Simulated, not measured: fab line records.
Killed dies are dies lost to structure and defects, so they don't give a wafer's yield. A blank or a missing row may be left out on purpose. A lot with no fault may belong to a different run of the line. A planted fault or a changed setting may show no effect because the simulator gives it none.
fab line records	flow sky130
record lots=11	wafers=33	last_day=51
route steps=708 shown CONTACT@421 METAL1@438 PAD_OPEN@708
lots with no fault: from the same line, run without faults
start_h: the number of hours between the record's first day and the start of the first shown wafer of the lot	wait_h: hours since the lot's step before	" repeats the value in the row above	L1.1+2: a single row standing in for several wafers	- either no value or no given start	* or withheld: withheld	< > ~ a bound
route shown NAME@n: NAME is a module with steps in the file, n the number in the route of the first one	usual: mean and standard deviation over wafers with no fault	same: alike in all rows	chamber/n: place in a boat	sites: per-site readings	_std_site: how widely they spread, as a standard deviation	_edge_site: outer sites' mean less inner sites'	radius_mm: for every site, how far away it sits from the centre of the wafer	mask NAME#n: copy n	behind: the last tool/chamber to shape the wafer	hold: why the lot went on hold/how many hours it stayed there/how the hold came to an end	device: which transistor (n, p or np) failed to switch	end of line: the route-end tests of the same wafers	a step given without rows: its recipe and nothing more	killed: count of dies lost to structure and defects at first sort (not the wafer's yield)	map: the dies of a wafer, with x for killed, . for not killed, _ for no die there
set.NAME: setting as actually run; set.NAME@STEP: the setting as run at that earlier step	model.NAME: the simulator's own value behind a step, which no gauge read
one table for each step of the route and one row for each wafer, over a sample of lots
services: from which hour (start_h, from the record's first day; less than 0 if before it) a tool's chamber was out of use, for how many hours, and why
## steps
# step SKY_CONTACT_OVL_MEAS_15
# usual CONTACT_OVL=0/4.9
lot.wafer	tool	chamber	start_h	wait_h	CONTACT_OVL[nm]
L819.1	overlay-02	-	753.41	0.1	-6
L819.5	"	-	"	"	-3
L819.6	"	-	"	"	1
L820.1	overlay-02	-	763.81	0.1	1
L820.3	"	-	"	"	4
L820.5	"	-	"	"	3
L821.1	overlay-02	-	774.84	0.1	-5
L821.2	"	-	"	"	-3
L821.3	"	-	"	"	1
L823.2	overlay-01	-	795.66	0.1	1
L823.3	"	-	"	"	-4
L823.6	"	-	"	"	-4
L831.3	overlay-02	-	849.61	0.1	6
L831.4	"	-	"	"	5
L831.5	"	-	"	"	7
L833.1	overlay-02	-	865.93	0.1	2
L833.3	"	-	"	"	-2
L833.6	"	-	"	"	0
L835.1	overlay-02	-	876.08	0.1	4
L835.2	"	-	"	"	3
L835.4	"	-	"	"	0
L836.1	overlay-01	-	881.13	0.1	-1
L836.3	"	-	"	"	-3
L836.5	"	-	"	"	-1
L837.1	overlay-01	-	885.81	0.1	-6
L837.2	"	-	"	"	-11
L837.6	"	-	"	"	-9
L838.1	overlay-01	-	899.96	0.1	-6
L838.2	"	-	"	"	-1
L838.5	"	-	"	"	-6
L839.2	overlay-02	-	928.83	0.1	4
L839.3	"	-	"	"	5
L839.5	"	-	"	"	6
# step SKY_CONTACT_STRIP_19
# recipe chemistry=O2/N2	power_w=1400	pressure_mtorr=1500	platen_temp_c=withheld	o2_flow_sccm=3000	n2_flow_sccm=300	overash_fraction=0.5
# usual drypump_motor_current_A=6.0/0.34	oes_product_au=0.381/0.0048	strip_time_to_endpoint_s=3.63/0.038
lot.wafer	tool	chamber	start_h	wait_h	drypump_motor_current_A	oes_product_au	rf_hours_counter_h	strip_time_to_endpoint_s
L819.1	plasma_asher-03	0	753.58	-	6.3	0.381	95	3.61
L819.5	"	0	"	"	6.3	0.380	-	3.61
L819.6	"	1	"	"	5.6	0.386	-	3.60
L820.1	plasma_asher-04	1	763.97	-	5.3	0.387	2	3.66
L820.3	"	1	"	"	5.3	0.391	-	3.65
L820.5	"	1	"	"	5.3	0.385	-	3.64
L821.1	plasma_asher-03	1	775.01	-	5.6	0.389	97	3.66
L821.2	"	0	"	"	6.3	0.379	97	3.62
L821.3	"	1	"	"	5.6	0.390	-	3.68
L823.2	plasma_asher-04	0	795.82	-	5.9	0.379	5	3.59
L823.3	"	1	"	"	5.3	0.373	-	3.63
L823.6	"	1	"	"	5.3	0.377	-	3.58
L831.3	plasma_asher-02	0	849.80	-	6.1	0.390	-	3.70
L831.4	"	1	"	"	6.2	0.380	-	3.65
L831.5	"	0	"	"	6.1	0.383	-	3.64
L833.1	plasma_asher-04	0	866.09	-	5.9	0.380	10	3.66
L833.3	"	0	"	"	5.9	0.382	-	3.67
L833.6	"	0	"	"	5.9	0.379	-	3.64
L835.1	plasma_asher-02	0	876.24	-	6.1	0.378	75	3.61
L835.2	"	1	"	"	6.3	0.382	75	3.60
L835.4	"	1	"	"	6.2	0.384	-	3.55
L836.1	plasma_asher-03	1	881.29	-	5.6	0.373	108	3.63
L836.3	"	1	"	"	5.6	0.387	-	3.60
L836.5	"	1	"	"	5.6	0.386	-	3.64
L837.1	plasma_asher-04	0	885.97	-	5.9	0.379	12	3.66
L837.2	"	1	"	"	5.3	0.388	12	3.70
L837.6	"	1	"	"	5.3	0.376	-	3.66
L838.1	plasma_asher-02	0	900.12	-	6.1	0.383	77	3.68
L838.2	"	1	"	"	6.3	0.380	77	3.71
L838.5	"	0	"	"	6.1	0.371	-	3.66
L839.2	plasma_asher-02	1	929.00	-	6.3	0.390	80	3.70
L839.3	"	1	"	"	6.2	0.378	-	3.69
L839.5	"	0	"	"	6.1	0.387	-	3.68
# step SKY_METAL1_SPUTTER_04
# recipe material=TiN	target_thk_nm=70	power_w=6500	time_s=58.3	chamber_pressure_pa=0.4
# usual chamber_pressure_pa=0.4001/0.00087	throttle_valve_pct=30.0/0.98
lot.wafer	tool	chamber	start_h	wait_h	chamber_pressure_pa	throttle_valve_pct
L819.1	pvd_sputter-01	-	755.61	0.0	0.4002	31.1
L819.5	"	-	"	"	0.3991	31.1
L819.6	"	-	"	"	0.3990	30.6
L820.1	pvd_sputter-03	-	765.32	0.0	0.4016	29.0
L820.3	"	-	"	"	0.4010	29.7
L820.5	"	-	"	"	0.4014	28.7
L821.1	pvd_sputter-01	-	776.47	0.0	0.3996	30.3
L821.2	"	-	"	"	0.4000	30.9
L821.3	"	-	"	"	0.3994	31.3
L823.2	pvd_sputter-01	-	797.20	0.0	0.4006	30.1
L823.3	"	-	"	"	0.4009	30.5
L823.6	"	-	"	"	0.4023	30.5
L831.3	pvd_sputter-04	-	851.14	0.0	0.3998	29.1
L831.4	"	-	"	"	0.4013	32.7
L831.5	"	-	"	"	0.4010	29.2
L833.1	pvd_sputter-03	-	867.43	0.0	0.4004	29.0
L833.3	"	-	"	"	0.4010	29.5
L833.6	"	-	"	"	0.4008	29.7
L835.1	pvd_sputter-01	-	877.62	0.0	0.3998	31.2
L835.2	"	-	"	"	0.4002	30.1
L835.4	"	-	"	"	0.4012	30.6
L836.1	pvd_sputter-03	-	882.86	0.0	0.3990	29.7
L836.3	"	-	"	"	0.4002	29.5
L836.5	"	-	"	"	0.4000	28.8
L837.1	pvd_sputter-01	-	887.32	0.0	0.3995	30.4
L837.2	"	-	"	"	0.3988	30.9
L837.6	"	-	"	"	0.4003	31.0
L838.1	pvd_sputter-03	-	901.46	0.0	0.4004	29.4
L838.2	"	-	"	"	0.3992	28.7
L838.5	"	-	"	"	0.3979	29.7
L839.2	pvd_sputter-01	-	930.33	0.0	0.4001	30.7
L839.3	"	-	"	"	0.4000	31.0
L839.5	"	-	"	"	0.4008	30.5
# step SKY_METAL1_THK_MEAS_06
# recipe thk_meas_gauge=xrf	reads=AlCu_of_METAL1_SPUTTER_02
# usual METAL1_ALCU_THK=246/3.1
lot.wafer	tool	chamber	start_h	wait_h	METAL1_ALCU_THK[nm]
L819.1	film_metro-03	-	755.78	0.1	242
L819.5	"	-	"	"	243
L819.6	"	-	"	"	244
L820.1	film_metro-03	-	765.48	0.1	245
L820.3	"	-	"	"	246
L820.5	"	-	"	"	247
L821.1	film_metro-02	-	776.69	0.1	235
L821.2	"	-	"	"	232
L821.3	"	-	"	"	235
L823.2	film_metro-02	-	797.38	0.1	234
L823.3	"	-	"	"	235
L823.6	"	-	"	"	232
L831.3	film_metro-01	-	851.32	0.1	244
L831.4	"	-	"	"	241
L831.5	"	-	"	"	246
L833.1	film_metro-01	-	867.60	0.1	242
L833.3	"	-	"	"	245
L833.6	"	-	"	"	242
L835.1	film_metro-01	-	877.79	0.1	249
L835.2	"	-	"	"	244
L835.4	"	-	"	"	245
L836.1	film_metro-03	-	883.03	0.1	245
L836.3	"	-	"	"	249
L836.5	"	-	"	"	246
L837.1	film_metro-03	-	887.49	0.1	244
L837.2	"	-	"	"	246
L837.6	"	-	"	"	248
L838.1	film_metro-03	-	901.63	0.1	246
L838.2	"	-	"	"	252
L838.5	"	-	"	"	249
L839.2	film_metro-01	-	930.51	0.1	249
L839.3	"	-	"	"	248
L839.5	"	-	"	"	248
# step SKY_METAL1_CD_MEAS_15
# recipe target_cd_nm=140
# usual cd_nm=140.3/1.9
lot.wafer	tool	chamber	start_h	wait_h	cd_nm
L819.1	cd_sem-01	-	782.51	-	139.1
L819.5	"	-	"	"	139.4
L819.6	"	-	"	"	139.0
L820.1	cd_sem-01	-	792.11	-	142.1
L820.3	"	-	"	"	141.9
L820.5	"	-	"	"	143.6
L821.1	cd_sem-01	-	803.01	-	141.5
L821.2	"	-	"	"	142.1
L821.3	"	-	"	"	141.3
L823.2	cd_sem-01	-	823.91	-	142.8
L823.3	"	-	"	"	142.6
L823.6	"	-	"	"	141.2
L831.3	cd_sem-02	-	876.95	-	138.6
L831.4	"	-	"	"	137.3
L831.5	"	-	"	"	138.1
L833.1	cd_sem-02	-	892.81	-	138.4
L833.3	"	-	"	"	137.2
L833.6	"	-	"	"	138.4
L835.1	cd_sem-01	-	902.76	-	141.7
L835.2	"	-	"	"	142.6
L835.4	"	-	"	"	141.7
L836.1	cd_sem-02	-	908.46	-	140.0
L836.3	"	-	"	"	141.5
L836.5	"	-	"	"	139.0
L837.1	cd_sem-02	-	913.11	-	142.2
L837.2	"	-	"	"	142.3
L837.6	"	-	"	"	141.6
L838.1	cd_sem-02	-	926.16	-	139.8
L838.2	"	-	"	"	139.3
L838.5	"	-	"	"	138.6
L839.2	cd_sem-02	-	954.48	-	138.8
L839.3	"	-	"	"	136.3
L839.5	"	-	"	"	137.9
# step SKY_PAD_OPEN_PROBE_99
# usual defect_limited_yield=82.2/2	killed_at_M0_to_M3=43/6.4	killed_at_M4_up=3.2/1.8	killed_at_contacts=25/5.8	killed_at_front_end=16/4.1	killed_at_other=0.2/0.47	killed_dies=88/9.9	killed_open=47/7.3	killed_short=40/7.1	sort_bin_3_pad_short=0.9/0.41	sort_bin_5_function=10.6/1.6	sort_bin_6_memory=6.3/1.2	sort_n_pass=404/9.9	sort_yield_pct=82.2/2
# same gross_dies=492	killed_at_back_side=0	sort_bin_4_leakage[%]=0	sort_bin_8_speed[%]=0
lot.wafer	tool	chamber	start_h	wait_h	defect_limited_yield[%]	killed_at_M0_to_M3	killed_at_M4_up	killed_at_contacts	killed_at_front_end	killed_at_other	killed_dies	killed_open	killed_short	sort_bin_3_pad_short[%]	sort_bin_5_function[%]	sort_bin_6_memory[%]	sort_n_pass	sort_yield_pct[%]
L819.1	prober-02	-	1088.78	0.1	85.0	45	1	18	10	0	74	41	33	1.2	8.5	5.3	418	85.0
L819.5	prober-02	-	1088.98	0.2	82.1	42	2	26	18	0	88	40	48	1.2	10.0	6.7	404	82.1
L819.6	prober-02	-	1089.03	0.2	83.1	47	2	26	8	0	83	52	31	0.2	11.0	5.7	409	83.1
L820.1	prober-01	-	1091.91	0.1	82.7	51	1	24	9	0	85	45	40	1.0	10.4	5.9	407	82.7
L820.3	prober-01	-	1092.01	0.2	83.3	41	3	20	18	0	82	47	35	1.2	8.3	7.1	410	83.3
L820.5	prober-01	-	1092.11	0.2	84.6	35	4	26	11	0	76	44	32	1.0	9.8	4.7	416	84.6
L823.2	prober-02	-	1127.01	0.1	81.1	43	3	29	18	0	93	58	35	0.8	12.4	5.7	399	81.1
L823.3	prober-02	-	1127.06	0.2	81.7	39	3	26	22	0	90	56	34	0.6	11.8	5.9	402	81.7
L823.6	prober-02	-	1127.21	0.2	82.7	32	4	35	14	0	85	48	37	1.2	9.8	6.3	407	82.7
L831.3	prober-02	-	1156.56	0.2	82.1	42	6	23	17	0	88	38	50	1.0	9.8	7.1	404	82.1
L831.4	prober-02	-	1156.61	0.2	82.9	47	4	20	13	0	84	47	37	0.4	9.1	7.5	408	82.9
L831.5	prober-02	-	1156.66	0.2	79.5	43	2	40	16	0	101	41	59	1.6	10.4	8.5	391	79.5
L833.1	prober-02	-	1173.98	0.1	82.3	49	1	19	18	0	87	43	44	0.4	11.4	5.9	405	82.3
L833.3	prober-02	-	1174.08	0.2	86.4	34	1	18	14	0	67	32	35	0.4	8.5	4.7	425	86.4
L833.6	prober-02	-	1174.23	0.2	80.7	42	2	30	21	0	95	51	44	1.8	12.0	5.5	397	80.7
L835.1	prober-02	-	1181.60	0.1	80.9	47	5	26	15	1	94	46	46	0.2	12.8	6.1	398	80.9
L835.2	prober-02	-	1181.65	0.1	83.3	45	4	18	15	0	82	44	38	1.4	9.1	6.1	410	83.3
L835.4	prober-02	-	1181.75	0.2	81.5	47	2	19	22	1	91	45	45	1.4	9.6	7.5	401	81.5
L836.1	prober-01	-	1185.71	0.1	81.1	46	4	27	16	0	93	50	43	1.0	11.8	6.1	399	81.1
L836.3	prober-01	-	1185.81	0.2	79.9	51	2	28	18	0	99	57	41	0.8	12.0	7.3	393	79.9
L836.5	prober-01	-	1185.91	0.2	79.7	56	2	23	18	1	100	45	55	1.0	11.0	8.3	392	79.7
L837.1	prober-02	-	1188.06	0.1	82.3	44	2	23	18	0	87	50	37	1.0	10.2	6.5	405	82.3
L837.2	prober-02	-	1188.11	0.1	80.5	46	6	29	15	0	96	56	40	1.0	10.6	7.9	396	80.5
L837.6	prober-02	-	1188.31	0.2	80.9	40	1	37	15	1	94	53	41	0.4	12.0	6.7	398	80.9
L838.1	prober-01	-	1191.22	0.1	83.1	36	7	25	15	0	83	46	37	0.2	10.2	6.5	409	83.1
L838.2	prober-01	-	1191.27	0.1	84.6	34	6	24	12	0	76	44	32	0.8	8.5	6.1	416	84.6
L838.5	prober-01	-	1191.42	0.2	84.8	43	1	19	12	0	75	47	28	0.8	10.4	4.1	417	84.8
L839.2	prober-02	-	1214.52	0.1	84.8	35	1	25	14	0	75	43	32	0.6	9.8	4.9	417	84.8
L839.3	prober-02	-	1214.57	0.2	83.1	38	3	21	21	0	83	47	36	1.0	9.6	6.3	409	83.1
L839.5	prober-02	-	1214.67	0.2	85.0	37	4	24	9	0	74	40	34	1.4	8.7	4.9	418	85.0
# killed by level:class
L819.1 VIA3:geometric_particle:open=9 CONTACT:geometric_particle:open=8 VIA1:geometric_particle:open=8 METAL1:geometric_particle:short=6 METAL2:geometric_particle:short=6 VIA3:geometric_particle:short=4 VIA2:geometric_particle:open=4 FIELD_ISO:geometric_particle:short=3
L819.5 VIA1:geometric_particle:open=8 LI_CONTACT:geometric_particle:open=7 VIA2:geometric_particle:open=7 POLY_GATE:geometric_particle:short=5 LI_CONTACT:geometric_particle:short=5 LOCAL_INTERCONNECT:geometric_particle:short=5 CONTACT:geometric_particle:open=5 METAL2:geometric_particle:short=5
L819.6 CONTACT:geometric_particle:open=11 VIA1:geometric_particle:open=10 LI_CONTACT:geometric_particle:open=8 METAL1:geometric_particle:short=8 VIA3:geometric_particle:open=8 VIA2:geometric_particle:open=6 LOCAL_INTERCONNECT:geometric_particle:short=4 FIELD_ISO:geometric_particle:short=3
L820.1 CONTACT:geometric_particle:open=9 VIA1:geometric_particle:open=9 METAL1:geometric_particle:short=8 VIA2:geometric_particle:open=8 LOCAL_INTERCONNECT:geometric_particle:short=6 VIA1:geometric_particle:short=6 METAL3:geometric_particle:short=5 VIA3:geometric_particle:open=5
L820.3 VIA1:geometric_particle:open=14 CONTACT:geometric_particle:open=11 METAL1:geometric_particle:short=8 LI_CONTACT:geometric_particle:open=5 FIELD_ISO:geometric_particle:short=4 VIA1:geometric_particle:short=4 POLY_GATE:geometric_particle:open=4 POLY_GATE:geometric_particle:short=4
L820.5 LI_CONTACT:geometric_particle:open=9 VIA1:geometric_particle:open=9 CONTACT:geometric_particle:open=8 LOCAL_INTERCONNECT:geometric_particle:short=5 METAL2:geometric_particle:short=5 VIA2:geometric_particle:open=5 POLY_GATE:geometric_particle:open=4 METAL1:geometric_particle:short=4
L823.2 CONTACT:geometric_particle:open=12 VIA2:geometric_particle:open=10 VIA1:geometric_particle:open=9 LI_CONTACT:geometric_particle:open=8 VIA3:geometric_particle:open=7 FIELD_ISO:geometric_particle:open=5 POLY_GATE:geometric_particle:short=4 CONTACT:geometric_particle:short=4
L823.3 VIA2:geometric_particle:open=11 CONTACT:geometric_particle:open=9 FIELD_ISO:geometric_particle:open=8 LI_CONTACT:geometric_particle:open=8 VIA1:geometric_particle:open=8 FIELD_ISO:geometric_particle:short=5 POLY_GATE:geometric_particle:open=5 CONTACT:geometric_particle:short=5
L823.6 CONTACT:geometric_particle:open=14 VIA1:geometric_particle:short=9 LI_CONTACT:geometric_particle:open=8 VIA1:geometric_particle:open=7 CONTACT:geometric_particle:short=7 VIA2:geometric_particle:open=6 METAL2:geometric_particle:short=4 FIELD_ISO:geometric_particle:open=3
L831.3 VIA1:geometric_particle:short=9 LOCAL_INTERCONNECT:geometric_particle:short=8 METAL1:geometric_particle:short=8 VIA1:geometric_particle:open=8 LI_CONTACT:geometric_particle:short=5 LI_CONTACT:geometric_particle:open=5 METAL4:geometric_particle:short=5 FIELD_ISO:geometric_particle:short=4
L831.4 VIA1:geometric_particle:open=11 LI_CONTACT:geometric_particle:open=9 VIA2:geometric_particle:open=6 FIELD_ISO:geometric_particle:short=6 VIA1:geometric_particle:short=6 METAL1:geometric_particle:short=6 VIA3:geometric_particle:open=6 METAL2:geometric_particle:open=4
L831.5 CONTACT:geometric_particle:open=12 VIA1:geometric_particle:open=8 LI_CONTACT:geometric_particle:open=7 LOCAL_INTERCONNECT:geometric_particle:short=7 FIELD_ISO:geometric_particle:short=6 LI_CONTACT:geometric_particle:short=6 METAL1:geometric_particle:short=6 VIA1:geometric_particle:short=6
L833.1 VIA1:geometric_particle:open=12 METAL1:geometric_particle:short=9 FIELD_ISO:geometric_particle:short=8 CONTACT:geometric_particle:open=7 VIA3:geometric_particle:open=7 METAL2:geometric_particle:short=6 FIELD_ISO:geometric_particle:open=4 LI_CONTACT:geometric_particle:short=4
L833.3 VIA1:geometric_particle:open=13 CONTACT:geometric_particle:open=7 POLY_GATE:geometric_particle:short=6 LI_CONTACT:geometric_particle:open=4 METAL2:geometric_particle:short=4 VIA2:geometric_particle:short=4 POLY_GATE:geometric_particle:open=3 LOCAL_INTERCONNECT:geometric_particle:short=3
L833.6 CONTACT:geometric_particle:open=14 VIA1:geometric_particle:open=11 METAL1:geometric_particle:short=8 FIELD_ISO:geometric_particle:short=5 POLY_GATE:geometric_particle:short=5 CONTACT:geometric_particle:short=5 FIELD_ISO:geometric_particle:open=4 VIA3:geometric_particle:open=4
L835.1 VIA1:geometric_particle:open=11 CONTACT:geometric_particle:open=7 LOCAL_INTERCONNECT:geometric_particle:short=7 VIA3:geometric_particle:open=7 METAL2:geometric_particle:short=6 VIA2:geometric_particle:open=6 VIA1:geometric_particle:short=5 POLY_GATE:geometric_particle:open=5
L835.2 VIA1:geometric_particle:open=10 VIA2:geometric_particle:open=7 VIA3:geometric_particle:open=7 SPACER:geometric_particle:short=5 LOCAL_INTERCONNECT:geometric_particle:short=5 METAL1:geometric_particle:short=5 METAL2:geometric_particle:short=5 POLY_GATE:geometric_particle:short=4
L835.4 VIA1:geometric_particle:open=8 CONTACT:geometric_particle:open=7 METAL1:geometric_particle:short=7 VIA3:geometric_particle:open=7 POLY_GATE:geometric_particle:short=6 VIA1:geometric_particle:short=6 FIELD_ISO:geometric_particle:short=5 POLY_GATE:geometric_particle:open=5
L836.1 CONTACT:geometric_particle:open=11 VIA1:geometric_particle:open=10 LI_CONTACT:geometric_particle:open=8 METAL2:geometric_particle:short=8 VIA2:geometric_particle:open=6 VIA3:geometric_particle:open=5 VIA2:geometric_particle:short=4 CONTACT:geometric_particle:short=4
L836.3 CONTACT:geometric_particle:open=10 METAL1:geometric_particle:short=9 LI_CONTACT:geometric_particle:open=8 VIA3:geometric_particle:open=8 VIA1:geometric_particle:open=8 VIA2:geometric_particle:open=7 CONTACT:geometric_particle:short=6 METAL2:geometric_particle:short=6
L836.5 VIA1:geometric_particle:open=15 METAL1:geometric_particle:short=10 CONTACT:geometric_particle:open=9 VIA1:geometric_particle:short=9 VIA2:geometric_particle:open=7 POLY_GATE:geometric_particle:short=6 METAL2:geometric_particle:short=6 LI_CONTACT:geometric_particle:open=5
L837.1 LI_CONTACT:geometric_particle:open=10 CONTACT:geometric_particle:open=9 VIA1:geometric_particle:open=9 VIA3:geometric_particle:open=8 METAL1:geometric_particle:short=6 POLY_GATE:geometric_particle:short=5 METAL2:geometric_particle:short=5 FIELD_ISO:geometric_particle:open=3
L837.2 CONTACT:geometric_particle:open=11 METAL1:geometric_particle:short=11 LI_CONTACT:geometric_particle:open=10 VIA1:geometric_particle:open=8 VIA2:geometric_particle:open=6 VIA1:geometric_particle:short=5 LOCAL_INTERCONNECT:geometric_particle:short=4 VIA3:geometric_particle:open=4
L837.6 VIA1:geometric_particle:open=13 LI_CONTACT:geometric_particle:open=10 CONTACT:geometric_particle:open=10 CONTACT:geometric_particle:short=7 VIA3:geometric_particle:open=7 LOCAL_INTERCONNECT:geometric_particle:short=6 FIELD_ISO:geometric_particle:open=5 METAL2:geometric_particle:short=4
L838.1 CONTACT:geometric_particle:open=10 POLY_GATE:geometric_particle:open=8 VIA2:geometric_particle:open=8 VIA1:geometric_particle:open=8 CONTACT:geometric_particle:short=6 VIA3:geometric_particle:open=5 METAL4:geometric_particle:short=5 SPACER:geometric_particle:short=4
L838.2 CONTACT:geometric_particle:open=9 VIA3:geometric_particle:open=8 VIA1:geometric_particle:open=7 LI_CONTACT:geometric_particle:open=5 LOCAL_INTERCONNECT:geometric_particle:short=5 METAL1:geometric_particle:short=5 VIA2:geometric_particle:open=5 CONTACT:geometric_particle:short=4
L838.5 VIA1:geometric_particle:open=9 VIA2:geometric_particle:open=8 VIA3:geometric_particle:open=7 METAL2:geometric_particle:short=6 CONTACT:geometric_particle:open=5 CONTACT:geometric_particle:short=4 LI_CONTACT:geometric_particle:open=4 VIA1:geometric_particle:short=4
L839.2 VIA1:geometric_particle:open=12 LI_CONTACT:geometric_particle:open=8 CONTACT:geometric_particle:open=7 POLY_GATE:geometric_particle:short=6 CONTACT:geometric_particle:short=5 METAL1:geometric_particle:short=5 POLY_GATE:geometric_particle:open=4 LOCAL_INTERCONNECT:geometric_particle:short=4
L839.3 VIA1:geometric_particle:open=14 FIELD_ISO:geometric_particle:open=9 CONTACT:geometric_particle:short=7 POLY_GATE:geometric_particle:short=6 CONTACT:geometric_particle:open=6 VIA3:geometric_particle:open=5 FIELD_ISO:geometric_particle:short=4 LI_CONTACT:geometric_particle:open=4
L839.5 CONTACT:geometric_particle:open=9 VIA1:geometric_particle:open=8 LI_CONTACT:geometric_particle:short=6 METAL1:geometric_particle:short=5 METAL2:geometric_particle:short=5 CONTACT:geometric_particle:short=4 LI_CONTACT:geometric_particle:open=4 VIA2:geometric_particle:open=4
## services
tool	chamber	start_h	hours	kind
plasma_asher-04	-	733.75	9.0	pm
plasma_asher-04	0	733.75	9.0	vent_cycle
plasma_asher-04	1	733.75	9.0	vent_cycle
pvd_sputter-04	-	742.45	4.5	repair
plasma_asher-04	0	742.75	-	clean
plasma_asher-04	1	742.75	-	clean
plasma_asher-02	-	772.06	7.3	pm
pvd_sputter-01	-	778.43	4.8	repair
plasma_asher-03	-	791.60	4.0	repair
plasma_asher-04	-	817.53	14.6	pm
pvd_sputter-04	0	827.86	-	consumable_replace:kit
pvd_sputter-04	0	827.86	18.0	scheduled_down
pvd_sputter-04	0	827.86	18.0	vent_cycle
pvd_sputter-01	-	830.32	6.7	repair
plasma_asher-04	-	838.07	0.9	repair
pvd_sputter-01	-	848.58	1.0	repair
pvd_sputter-03	-	849.68	2.0	repair
pvd_sputter-01	-	853.10	0.7	repair
pvd_sputter-01	-	882.44	2.7	repair
pvd_sputter-03	0	882.91	-	consumable_replace:kit
pvd_sputter-03	0	882.91	18.0	scheduled_down
pvd_sputter-03	0	882.91	18.0	vent_cycle
plasma_asher-04	-	900.02	9.3	repair
plasma_asher-02	-	906.54	1.3	repair
## key
first_sign step=SKY_METAL1_THK_MEAS_06	reading=METAL1_ALCU_THK	direction=down	sigmas=4.1	usual=246	struck=234
effect none on later readings
met_at SKY_METAL1_SPUTTER_04
struck_lots L821,L823
not_acting_at SKY_CONTACT_OVL_MEAS_15,SKY_CONTACT_STRIP_19,SKY_METAL1_CD_MEAS_15
onset_between 755.61 776.47
fault kind=process_parameter_drift	tool=pvd_sputter-01	chamber=-	onset_h=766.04	steps=SKY_METAL1_SPUTTER_04	channel=target_thk_nm	offset=28.31	shape=step	end_h=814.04	acts_in=these_recipes_only	stated=70
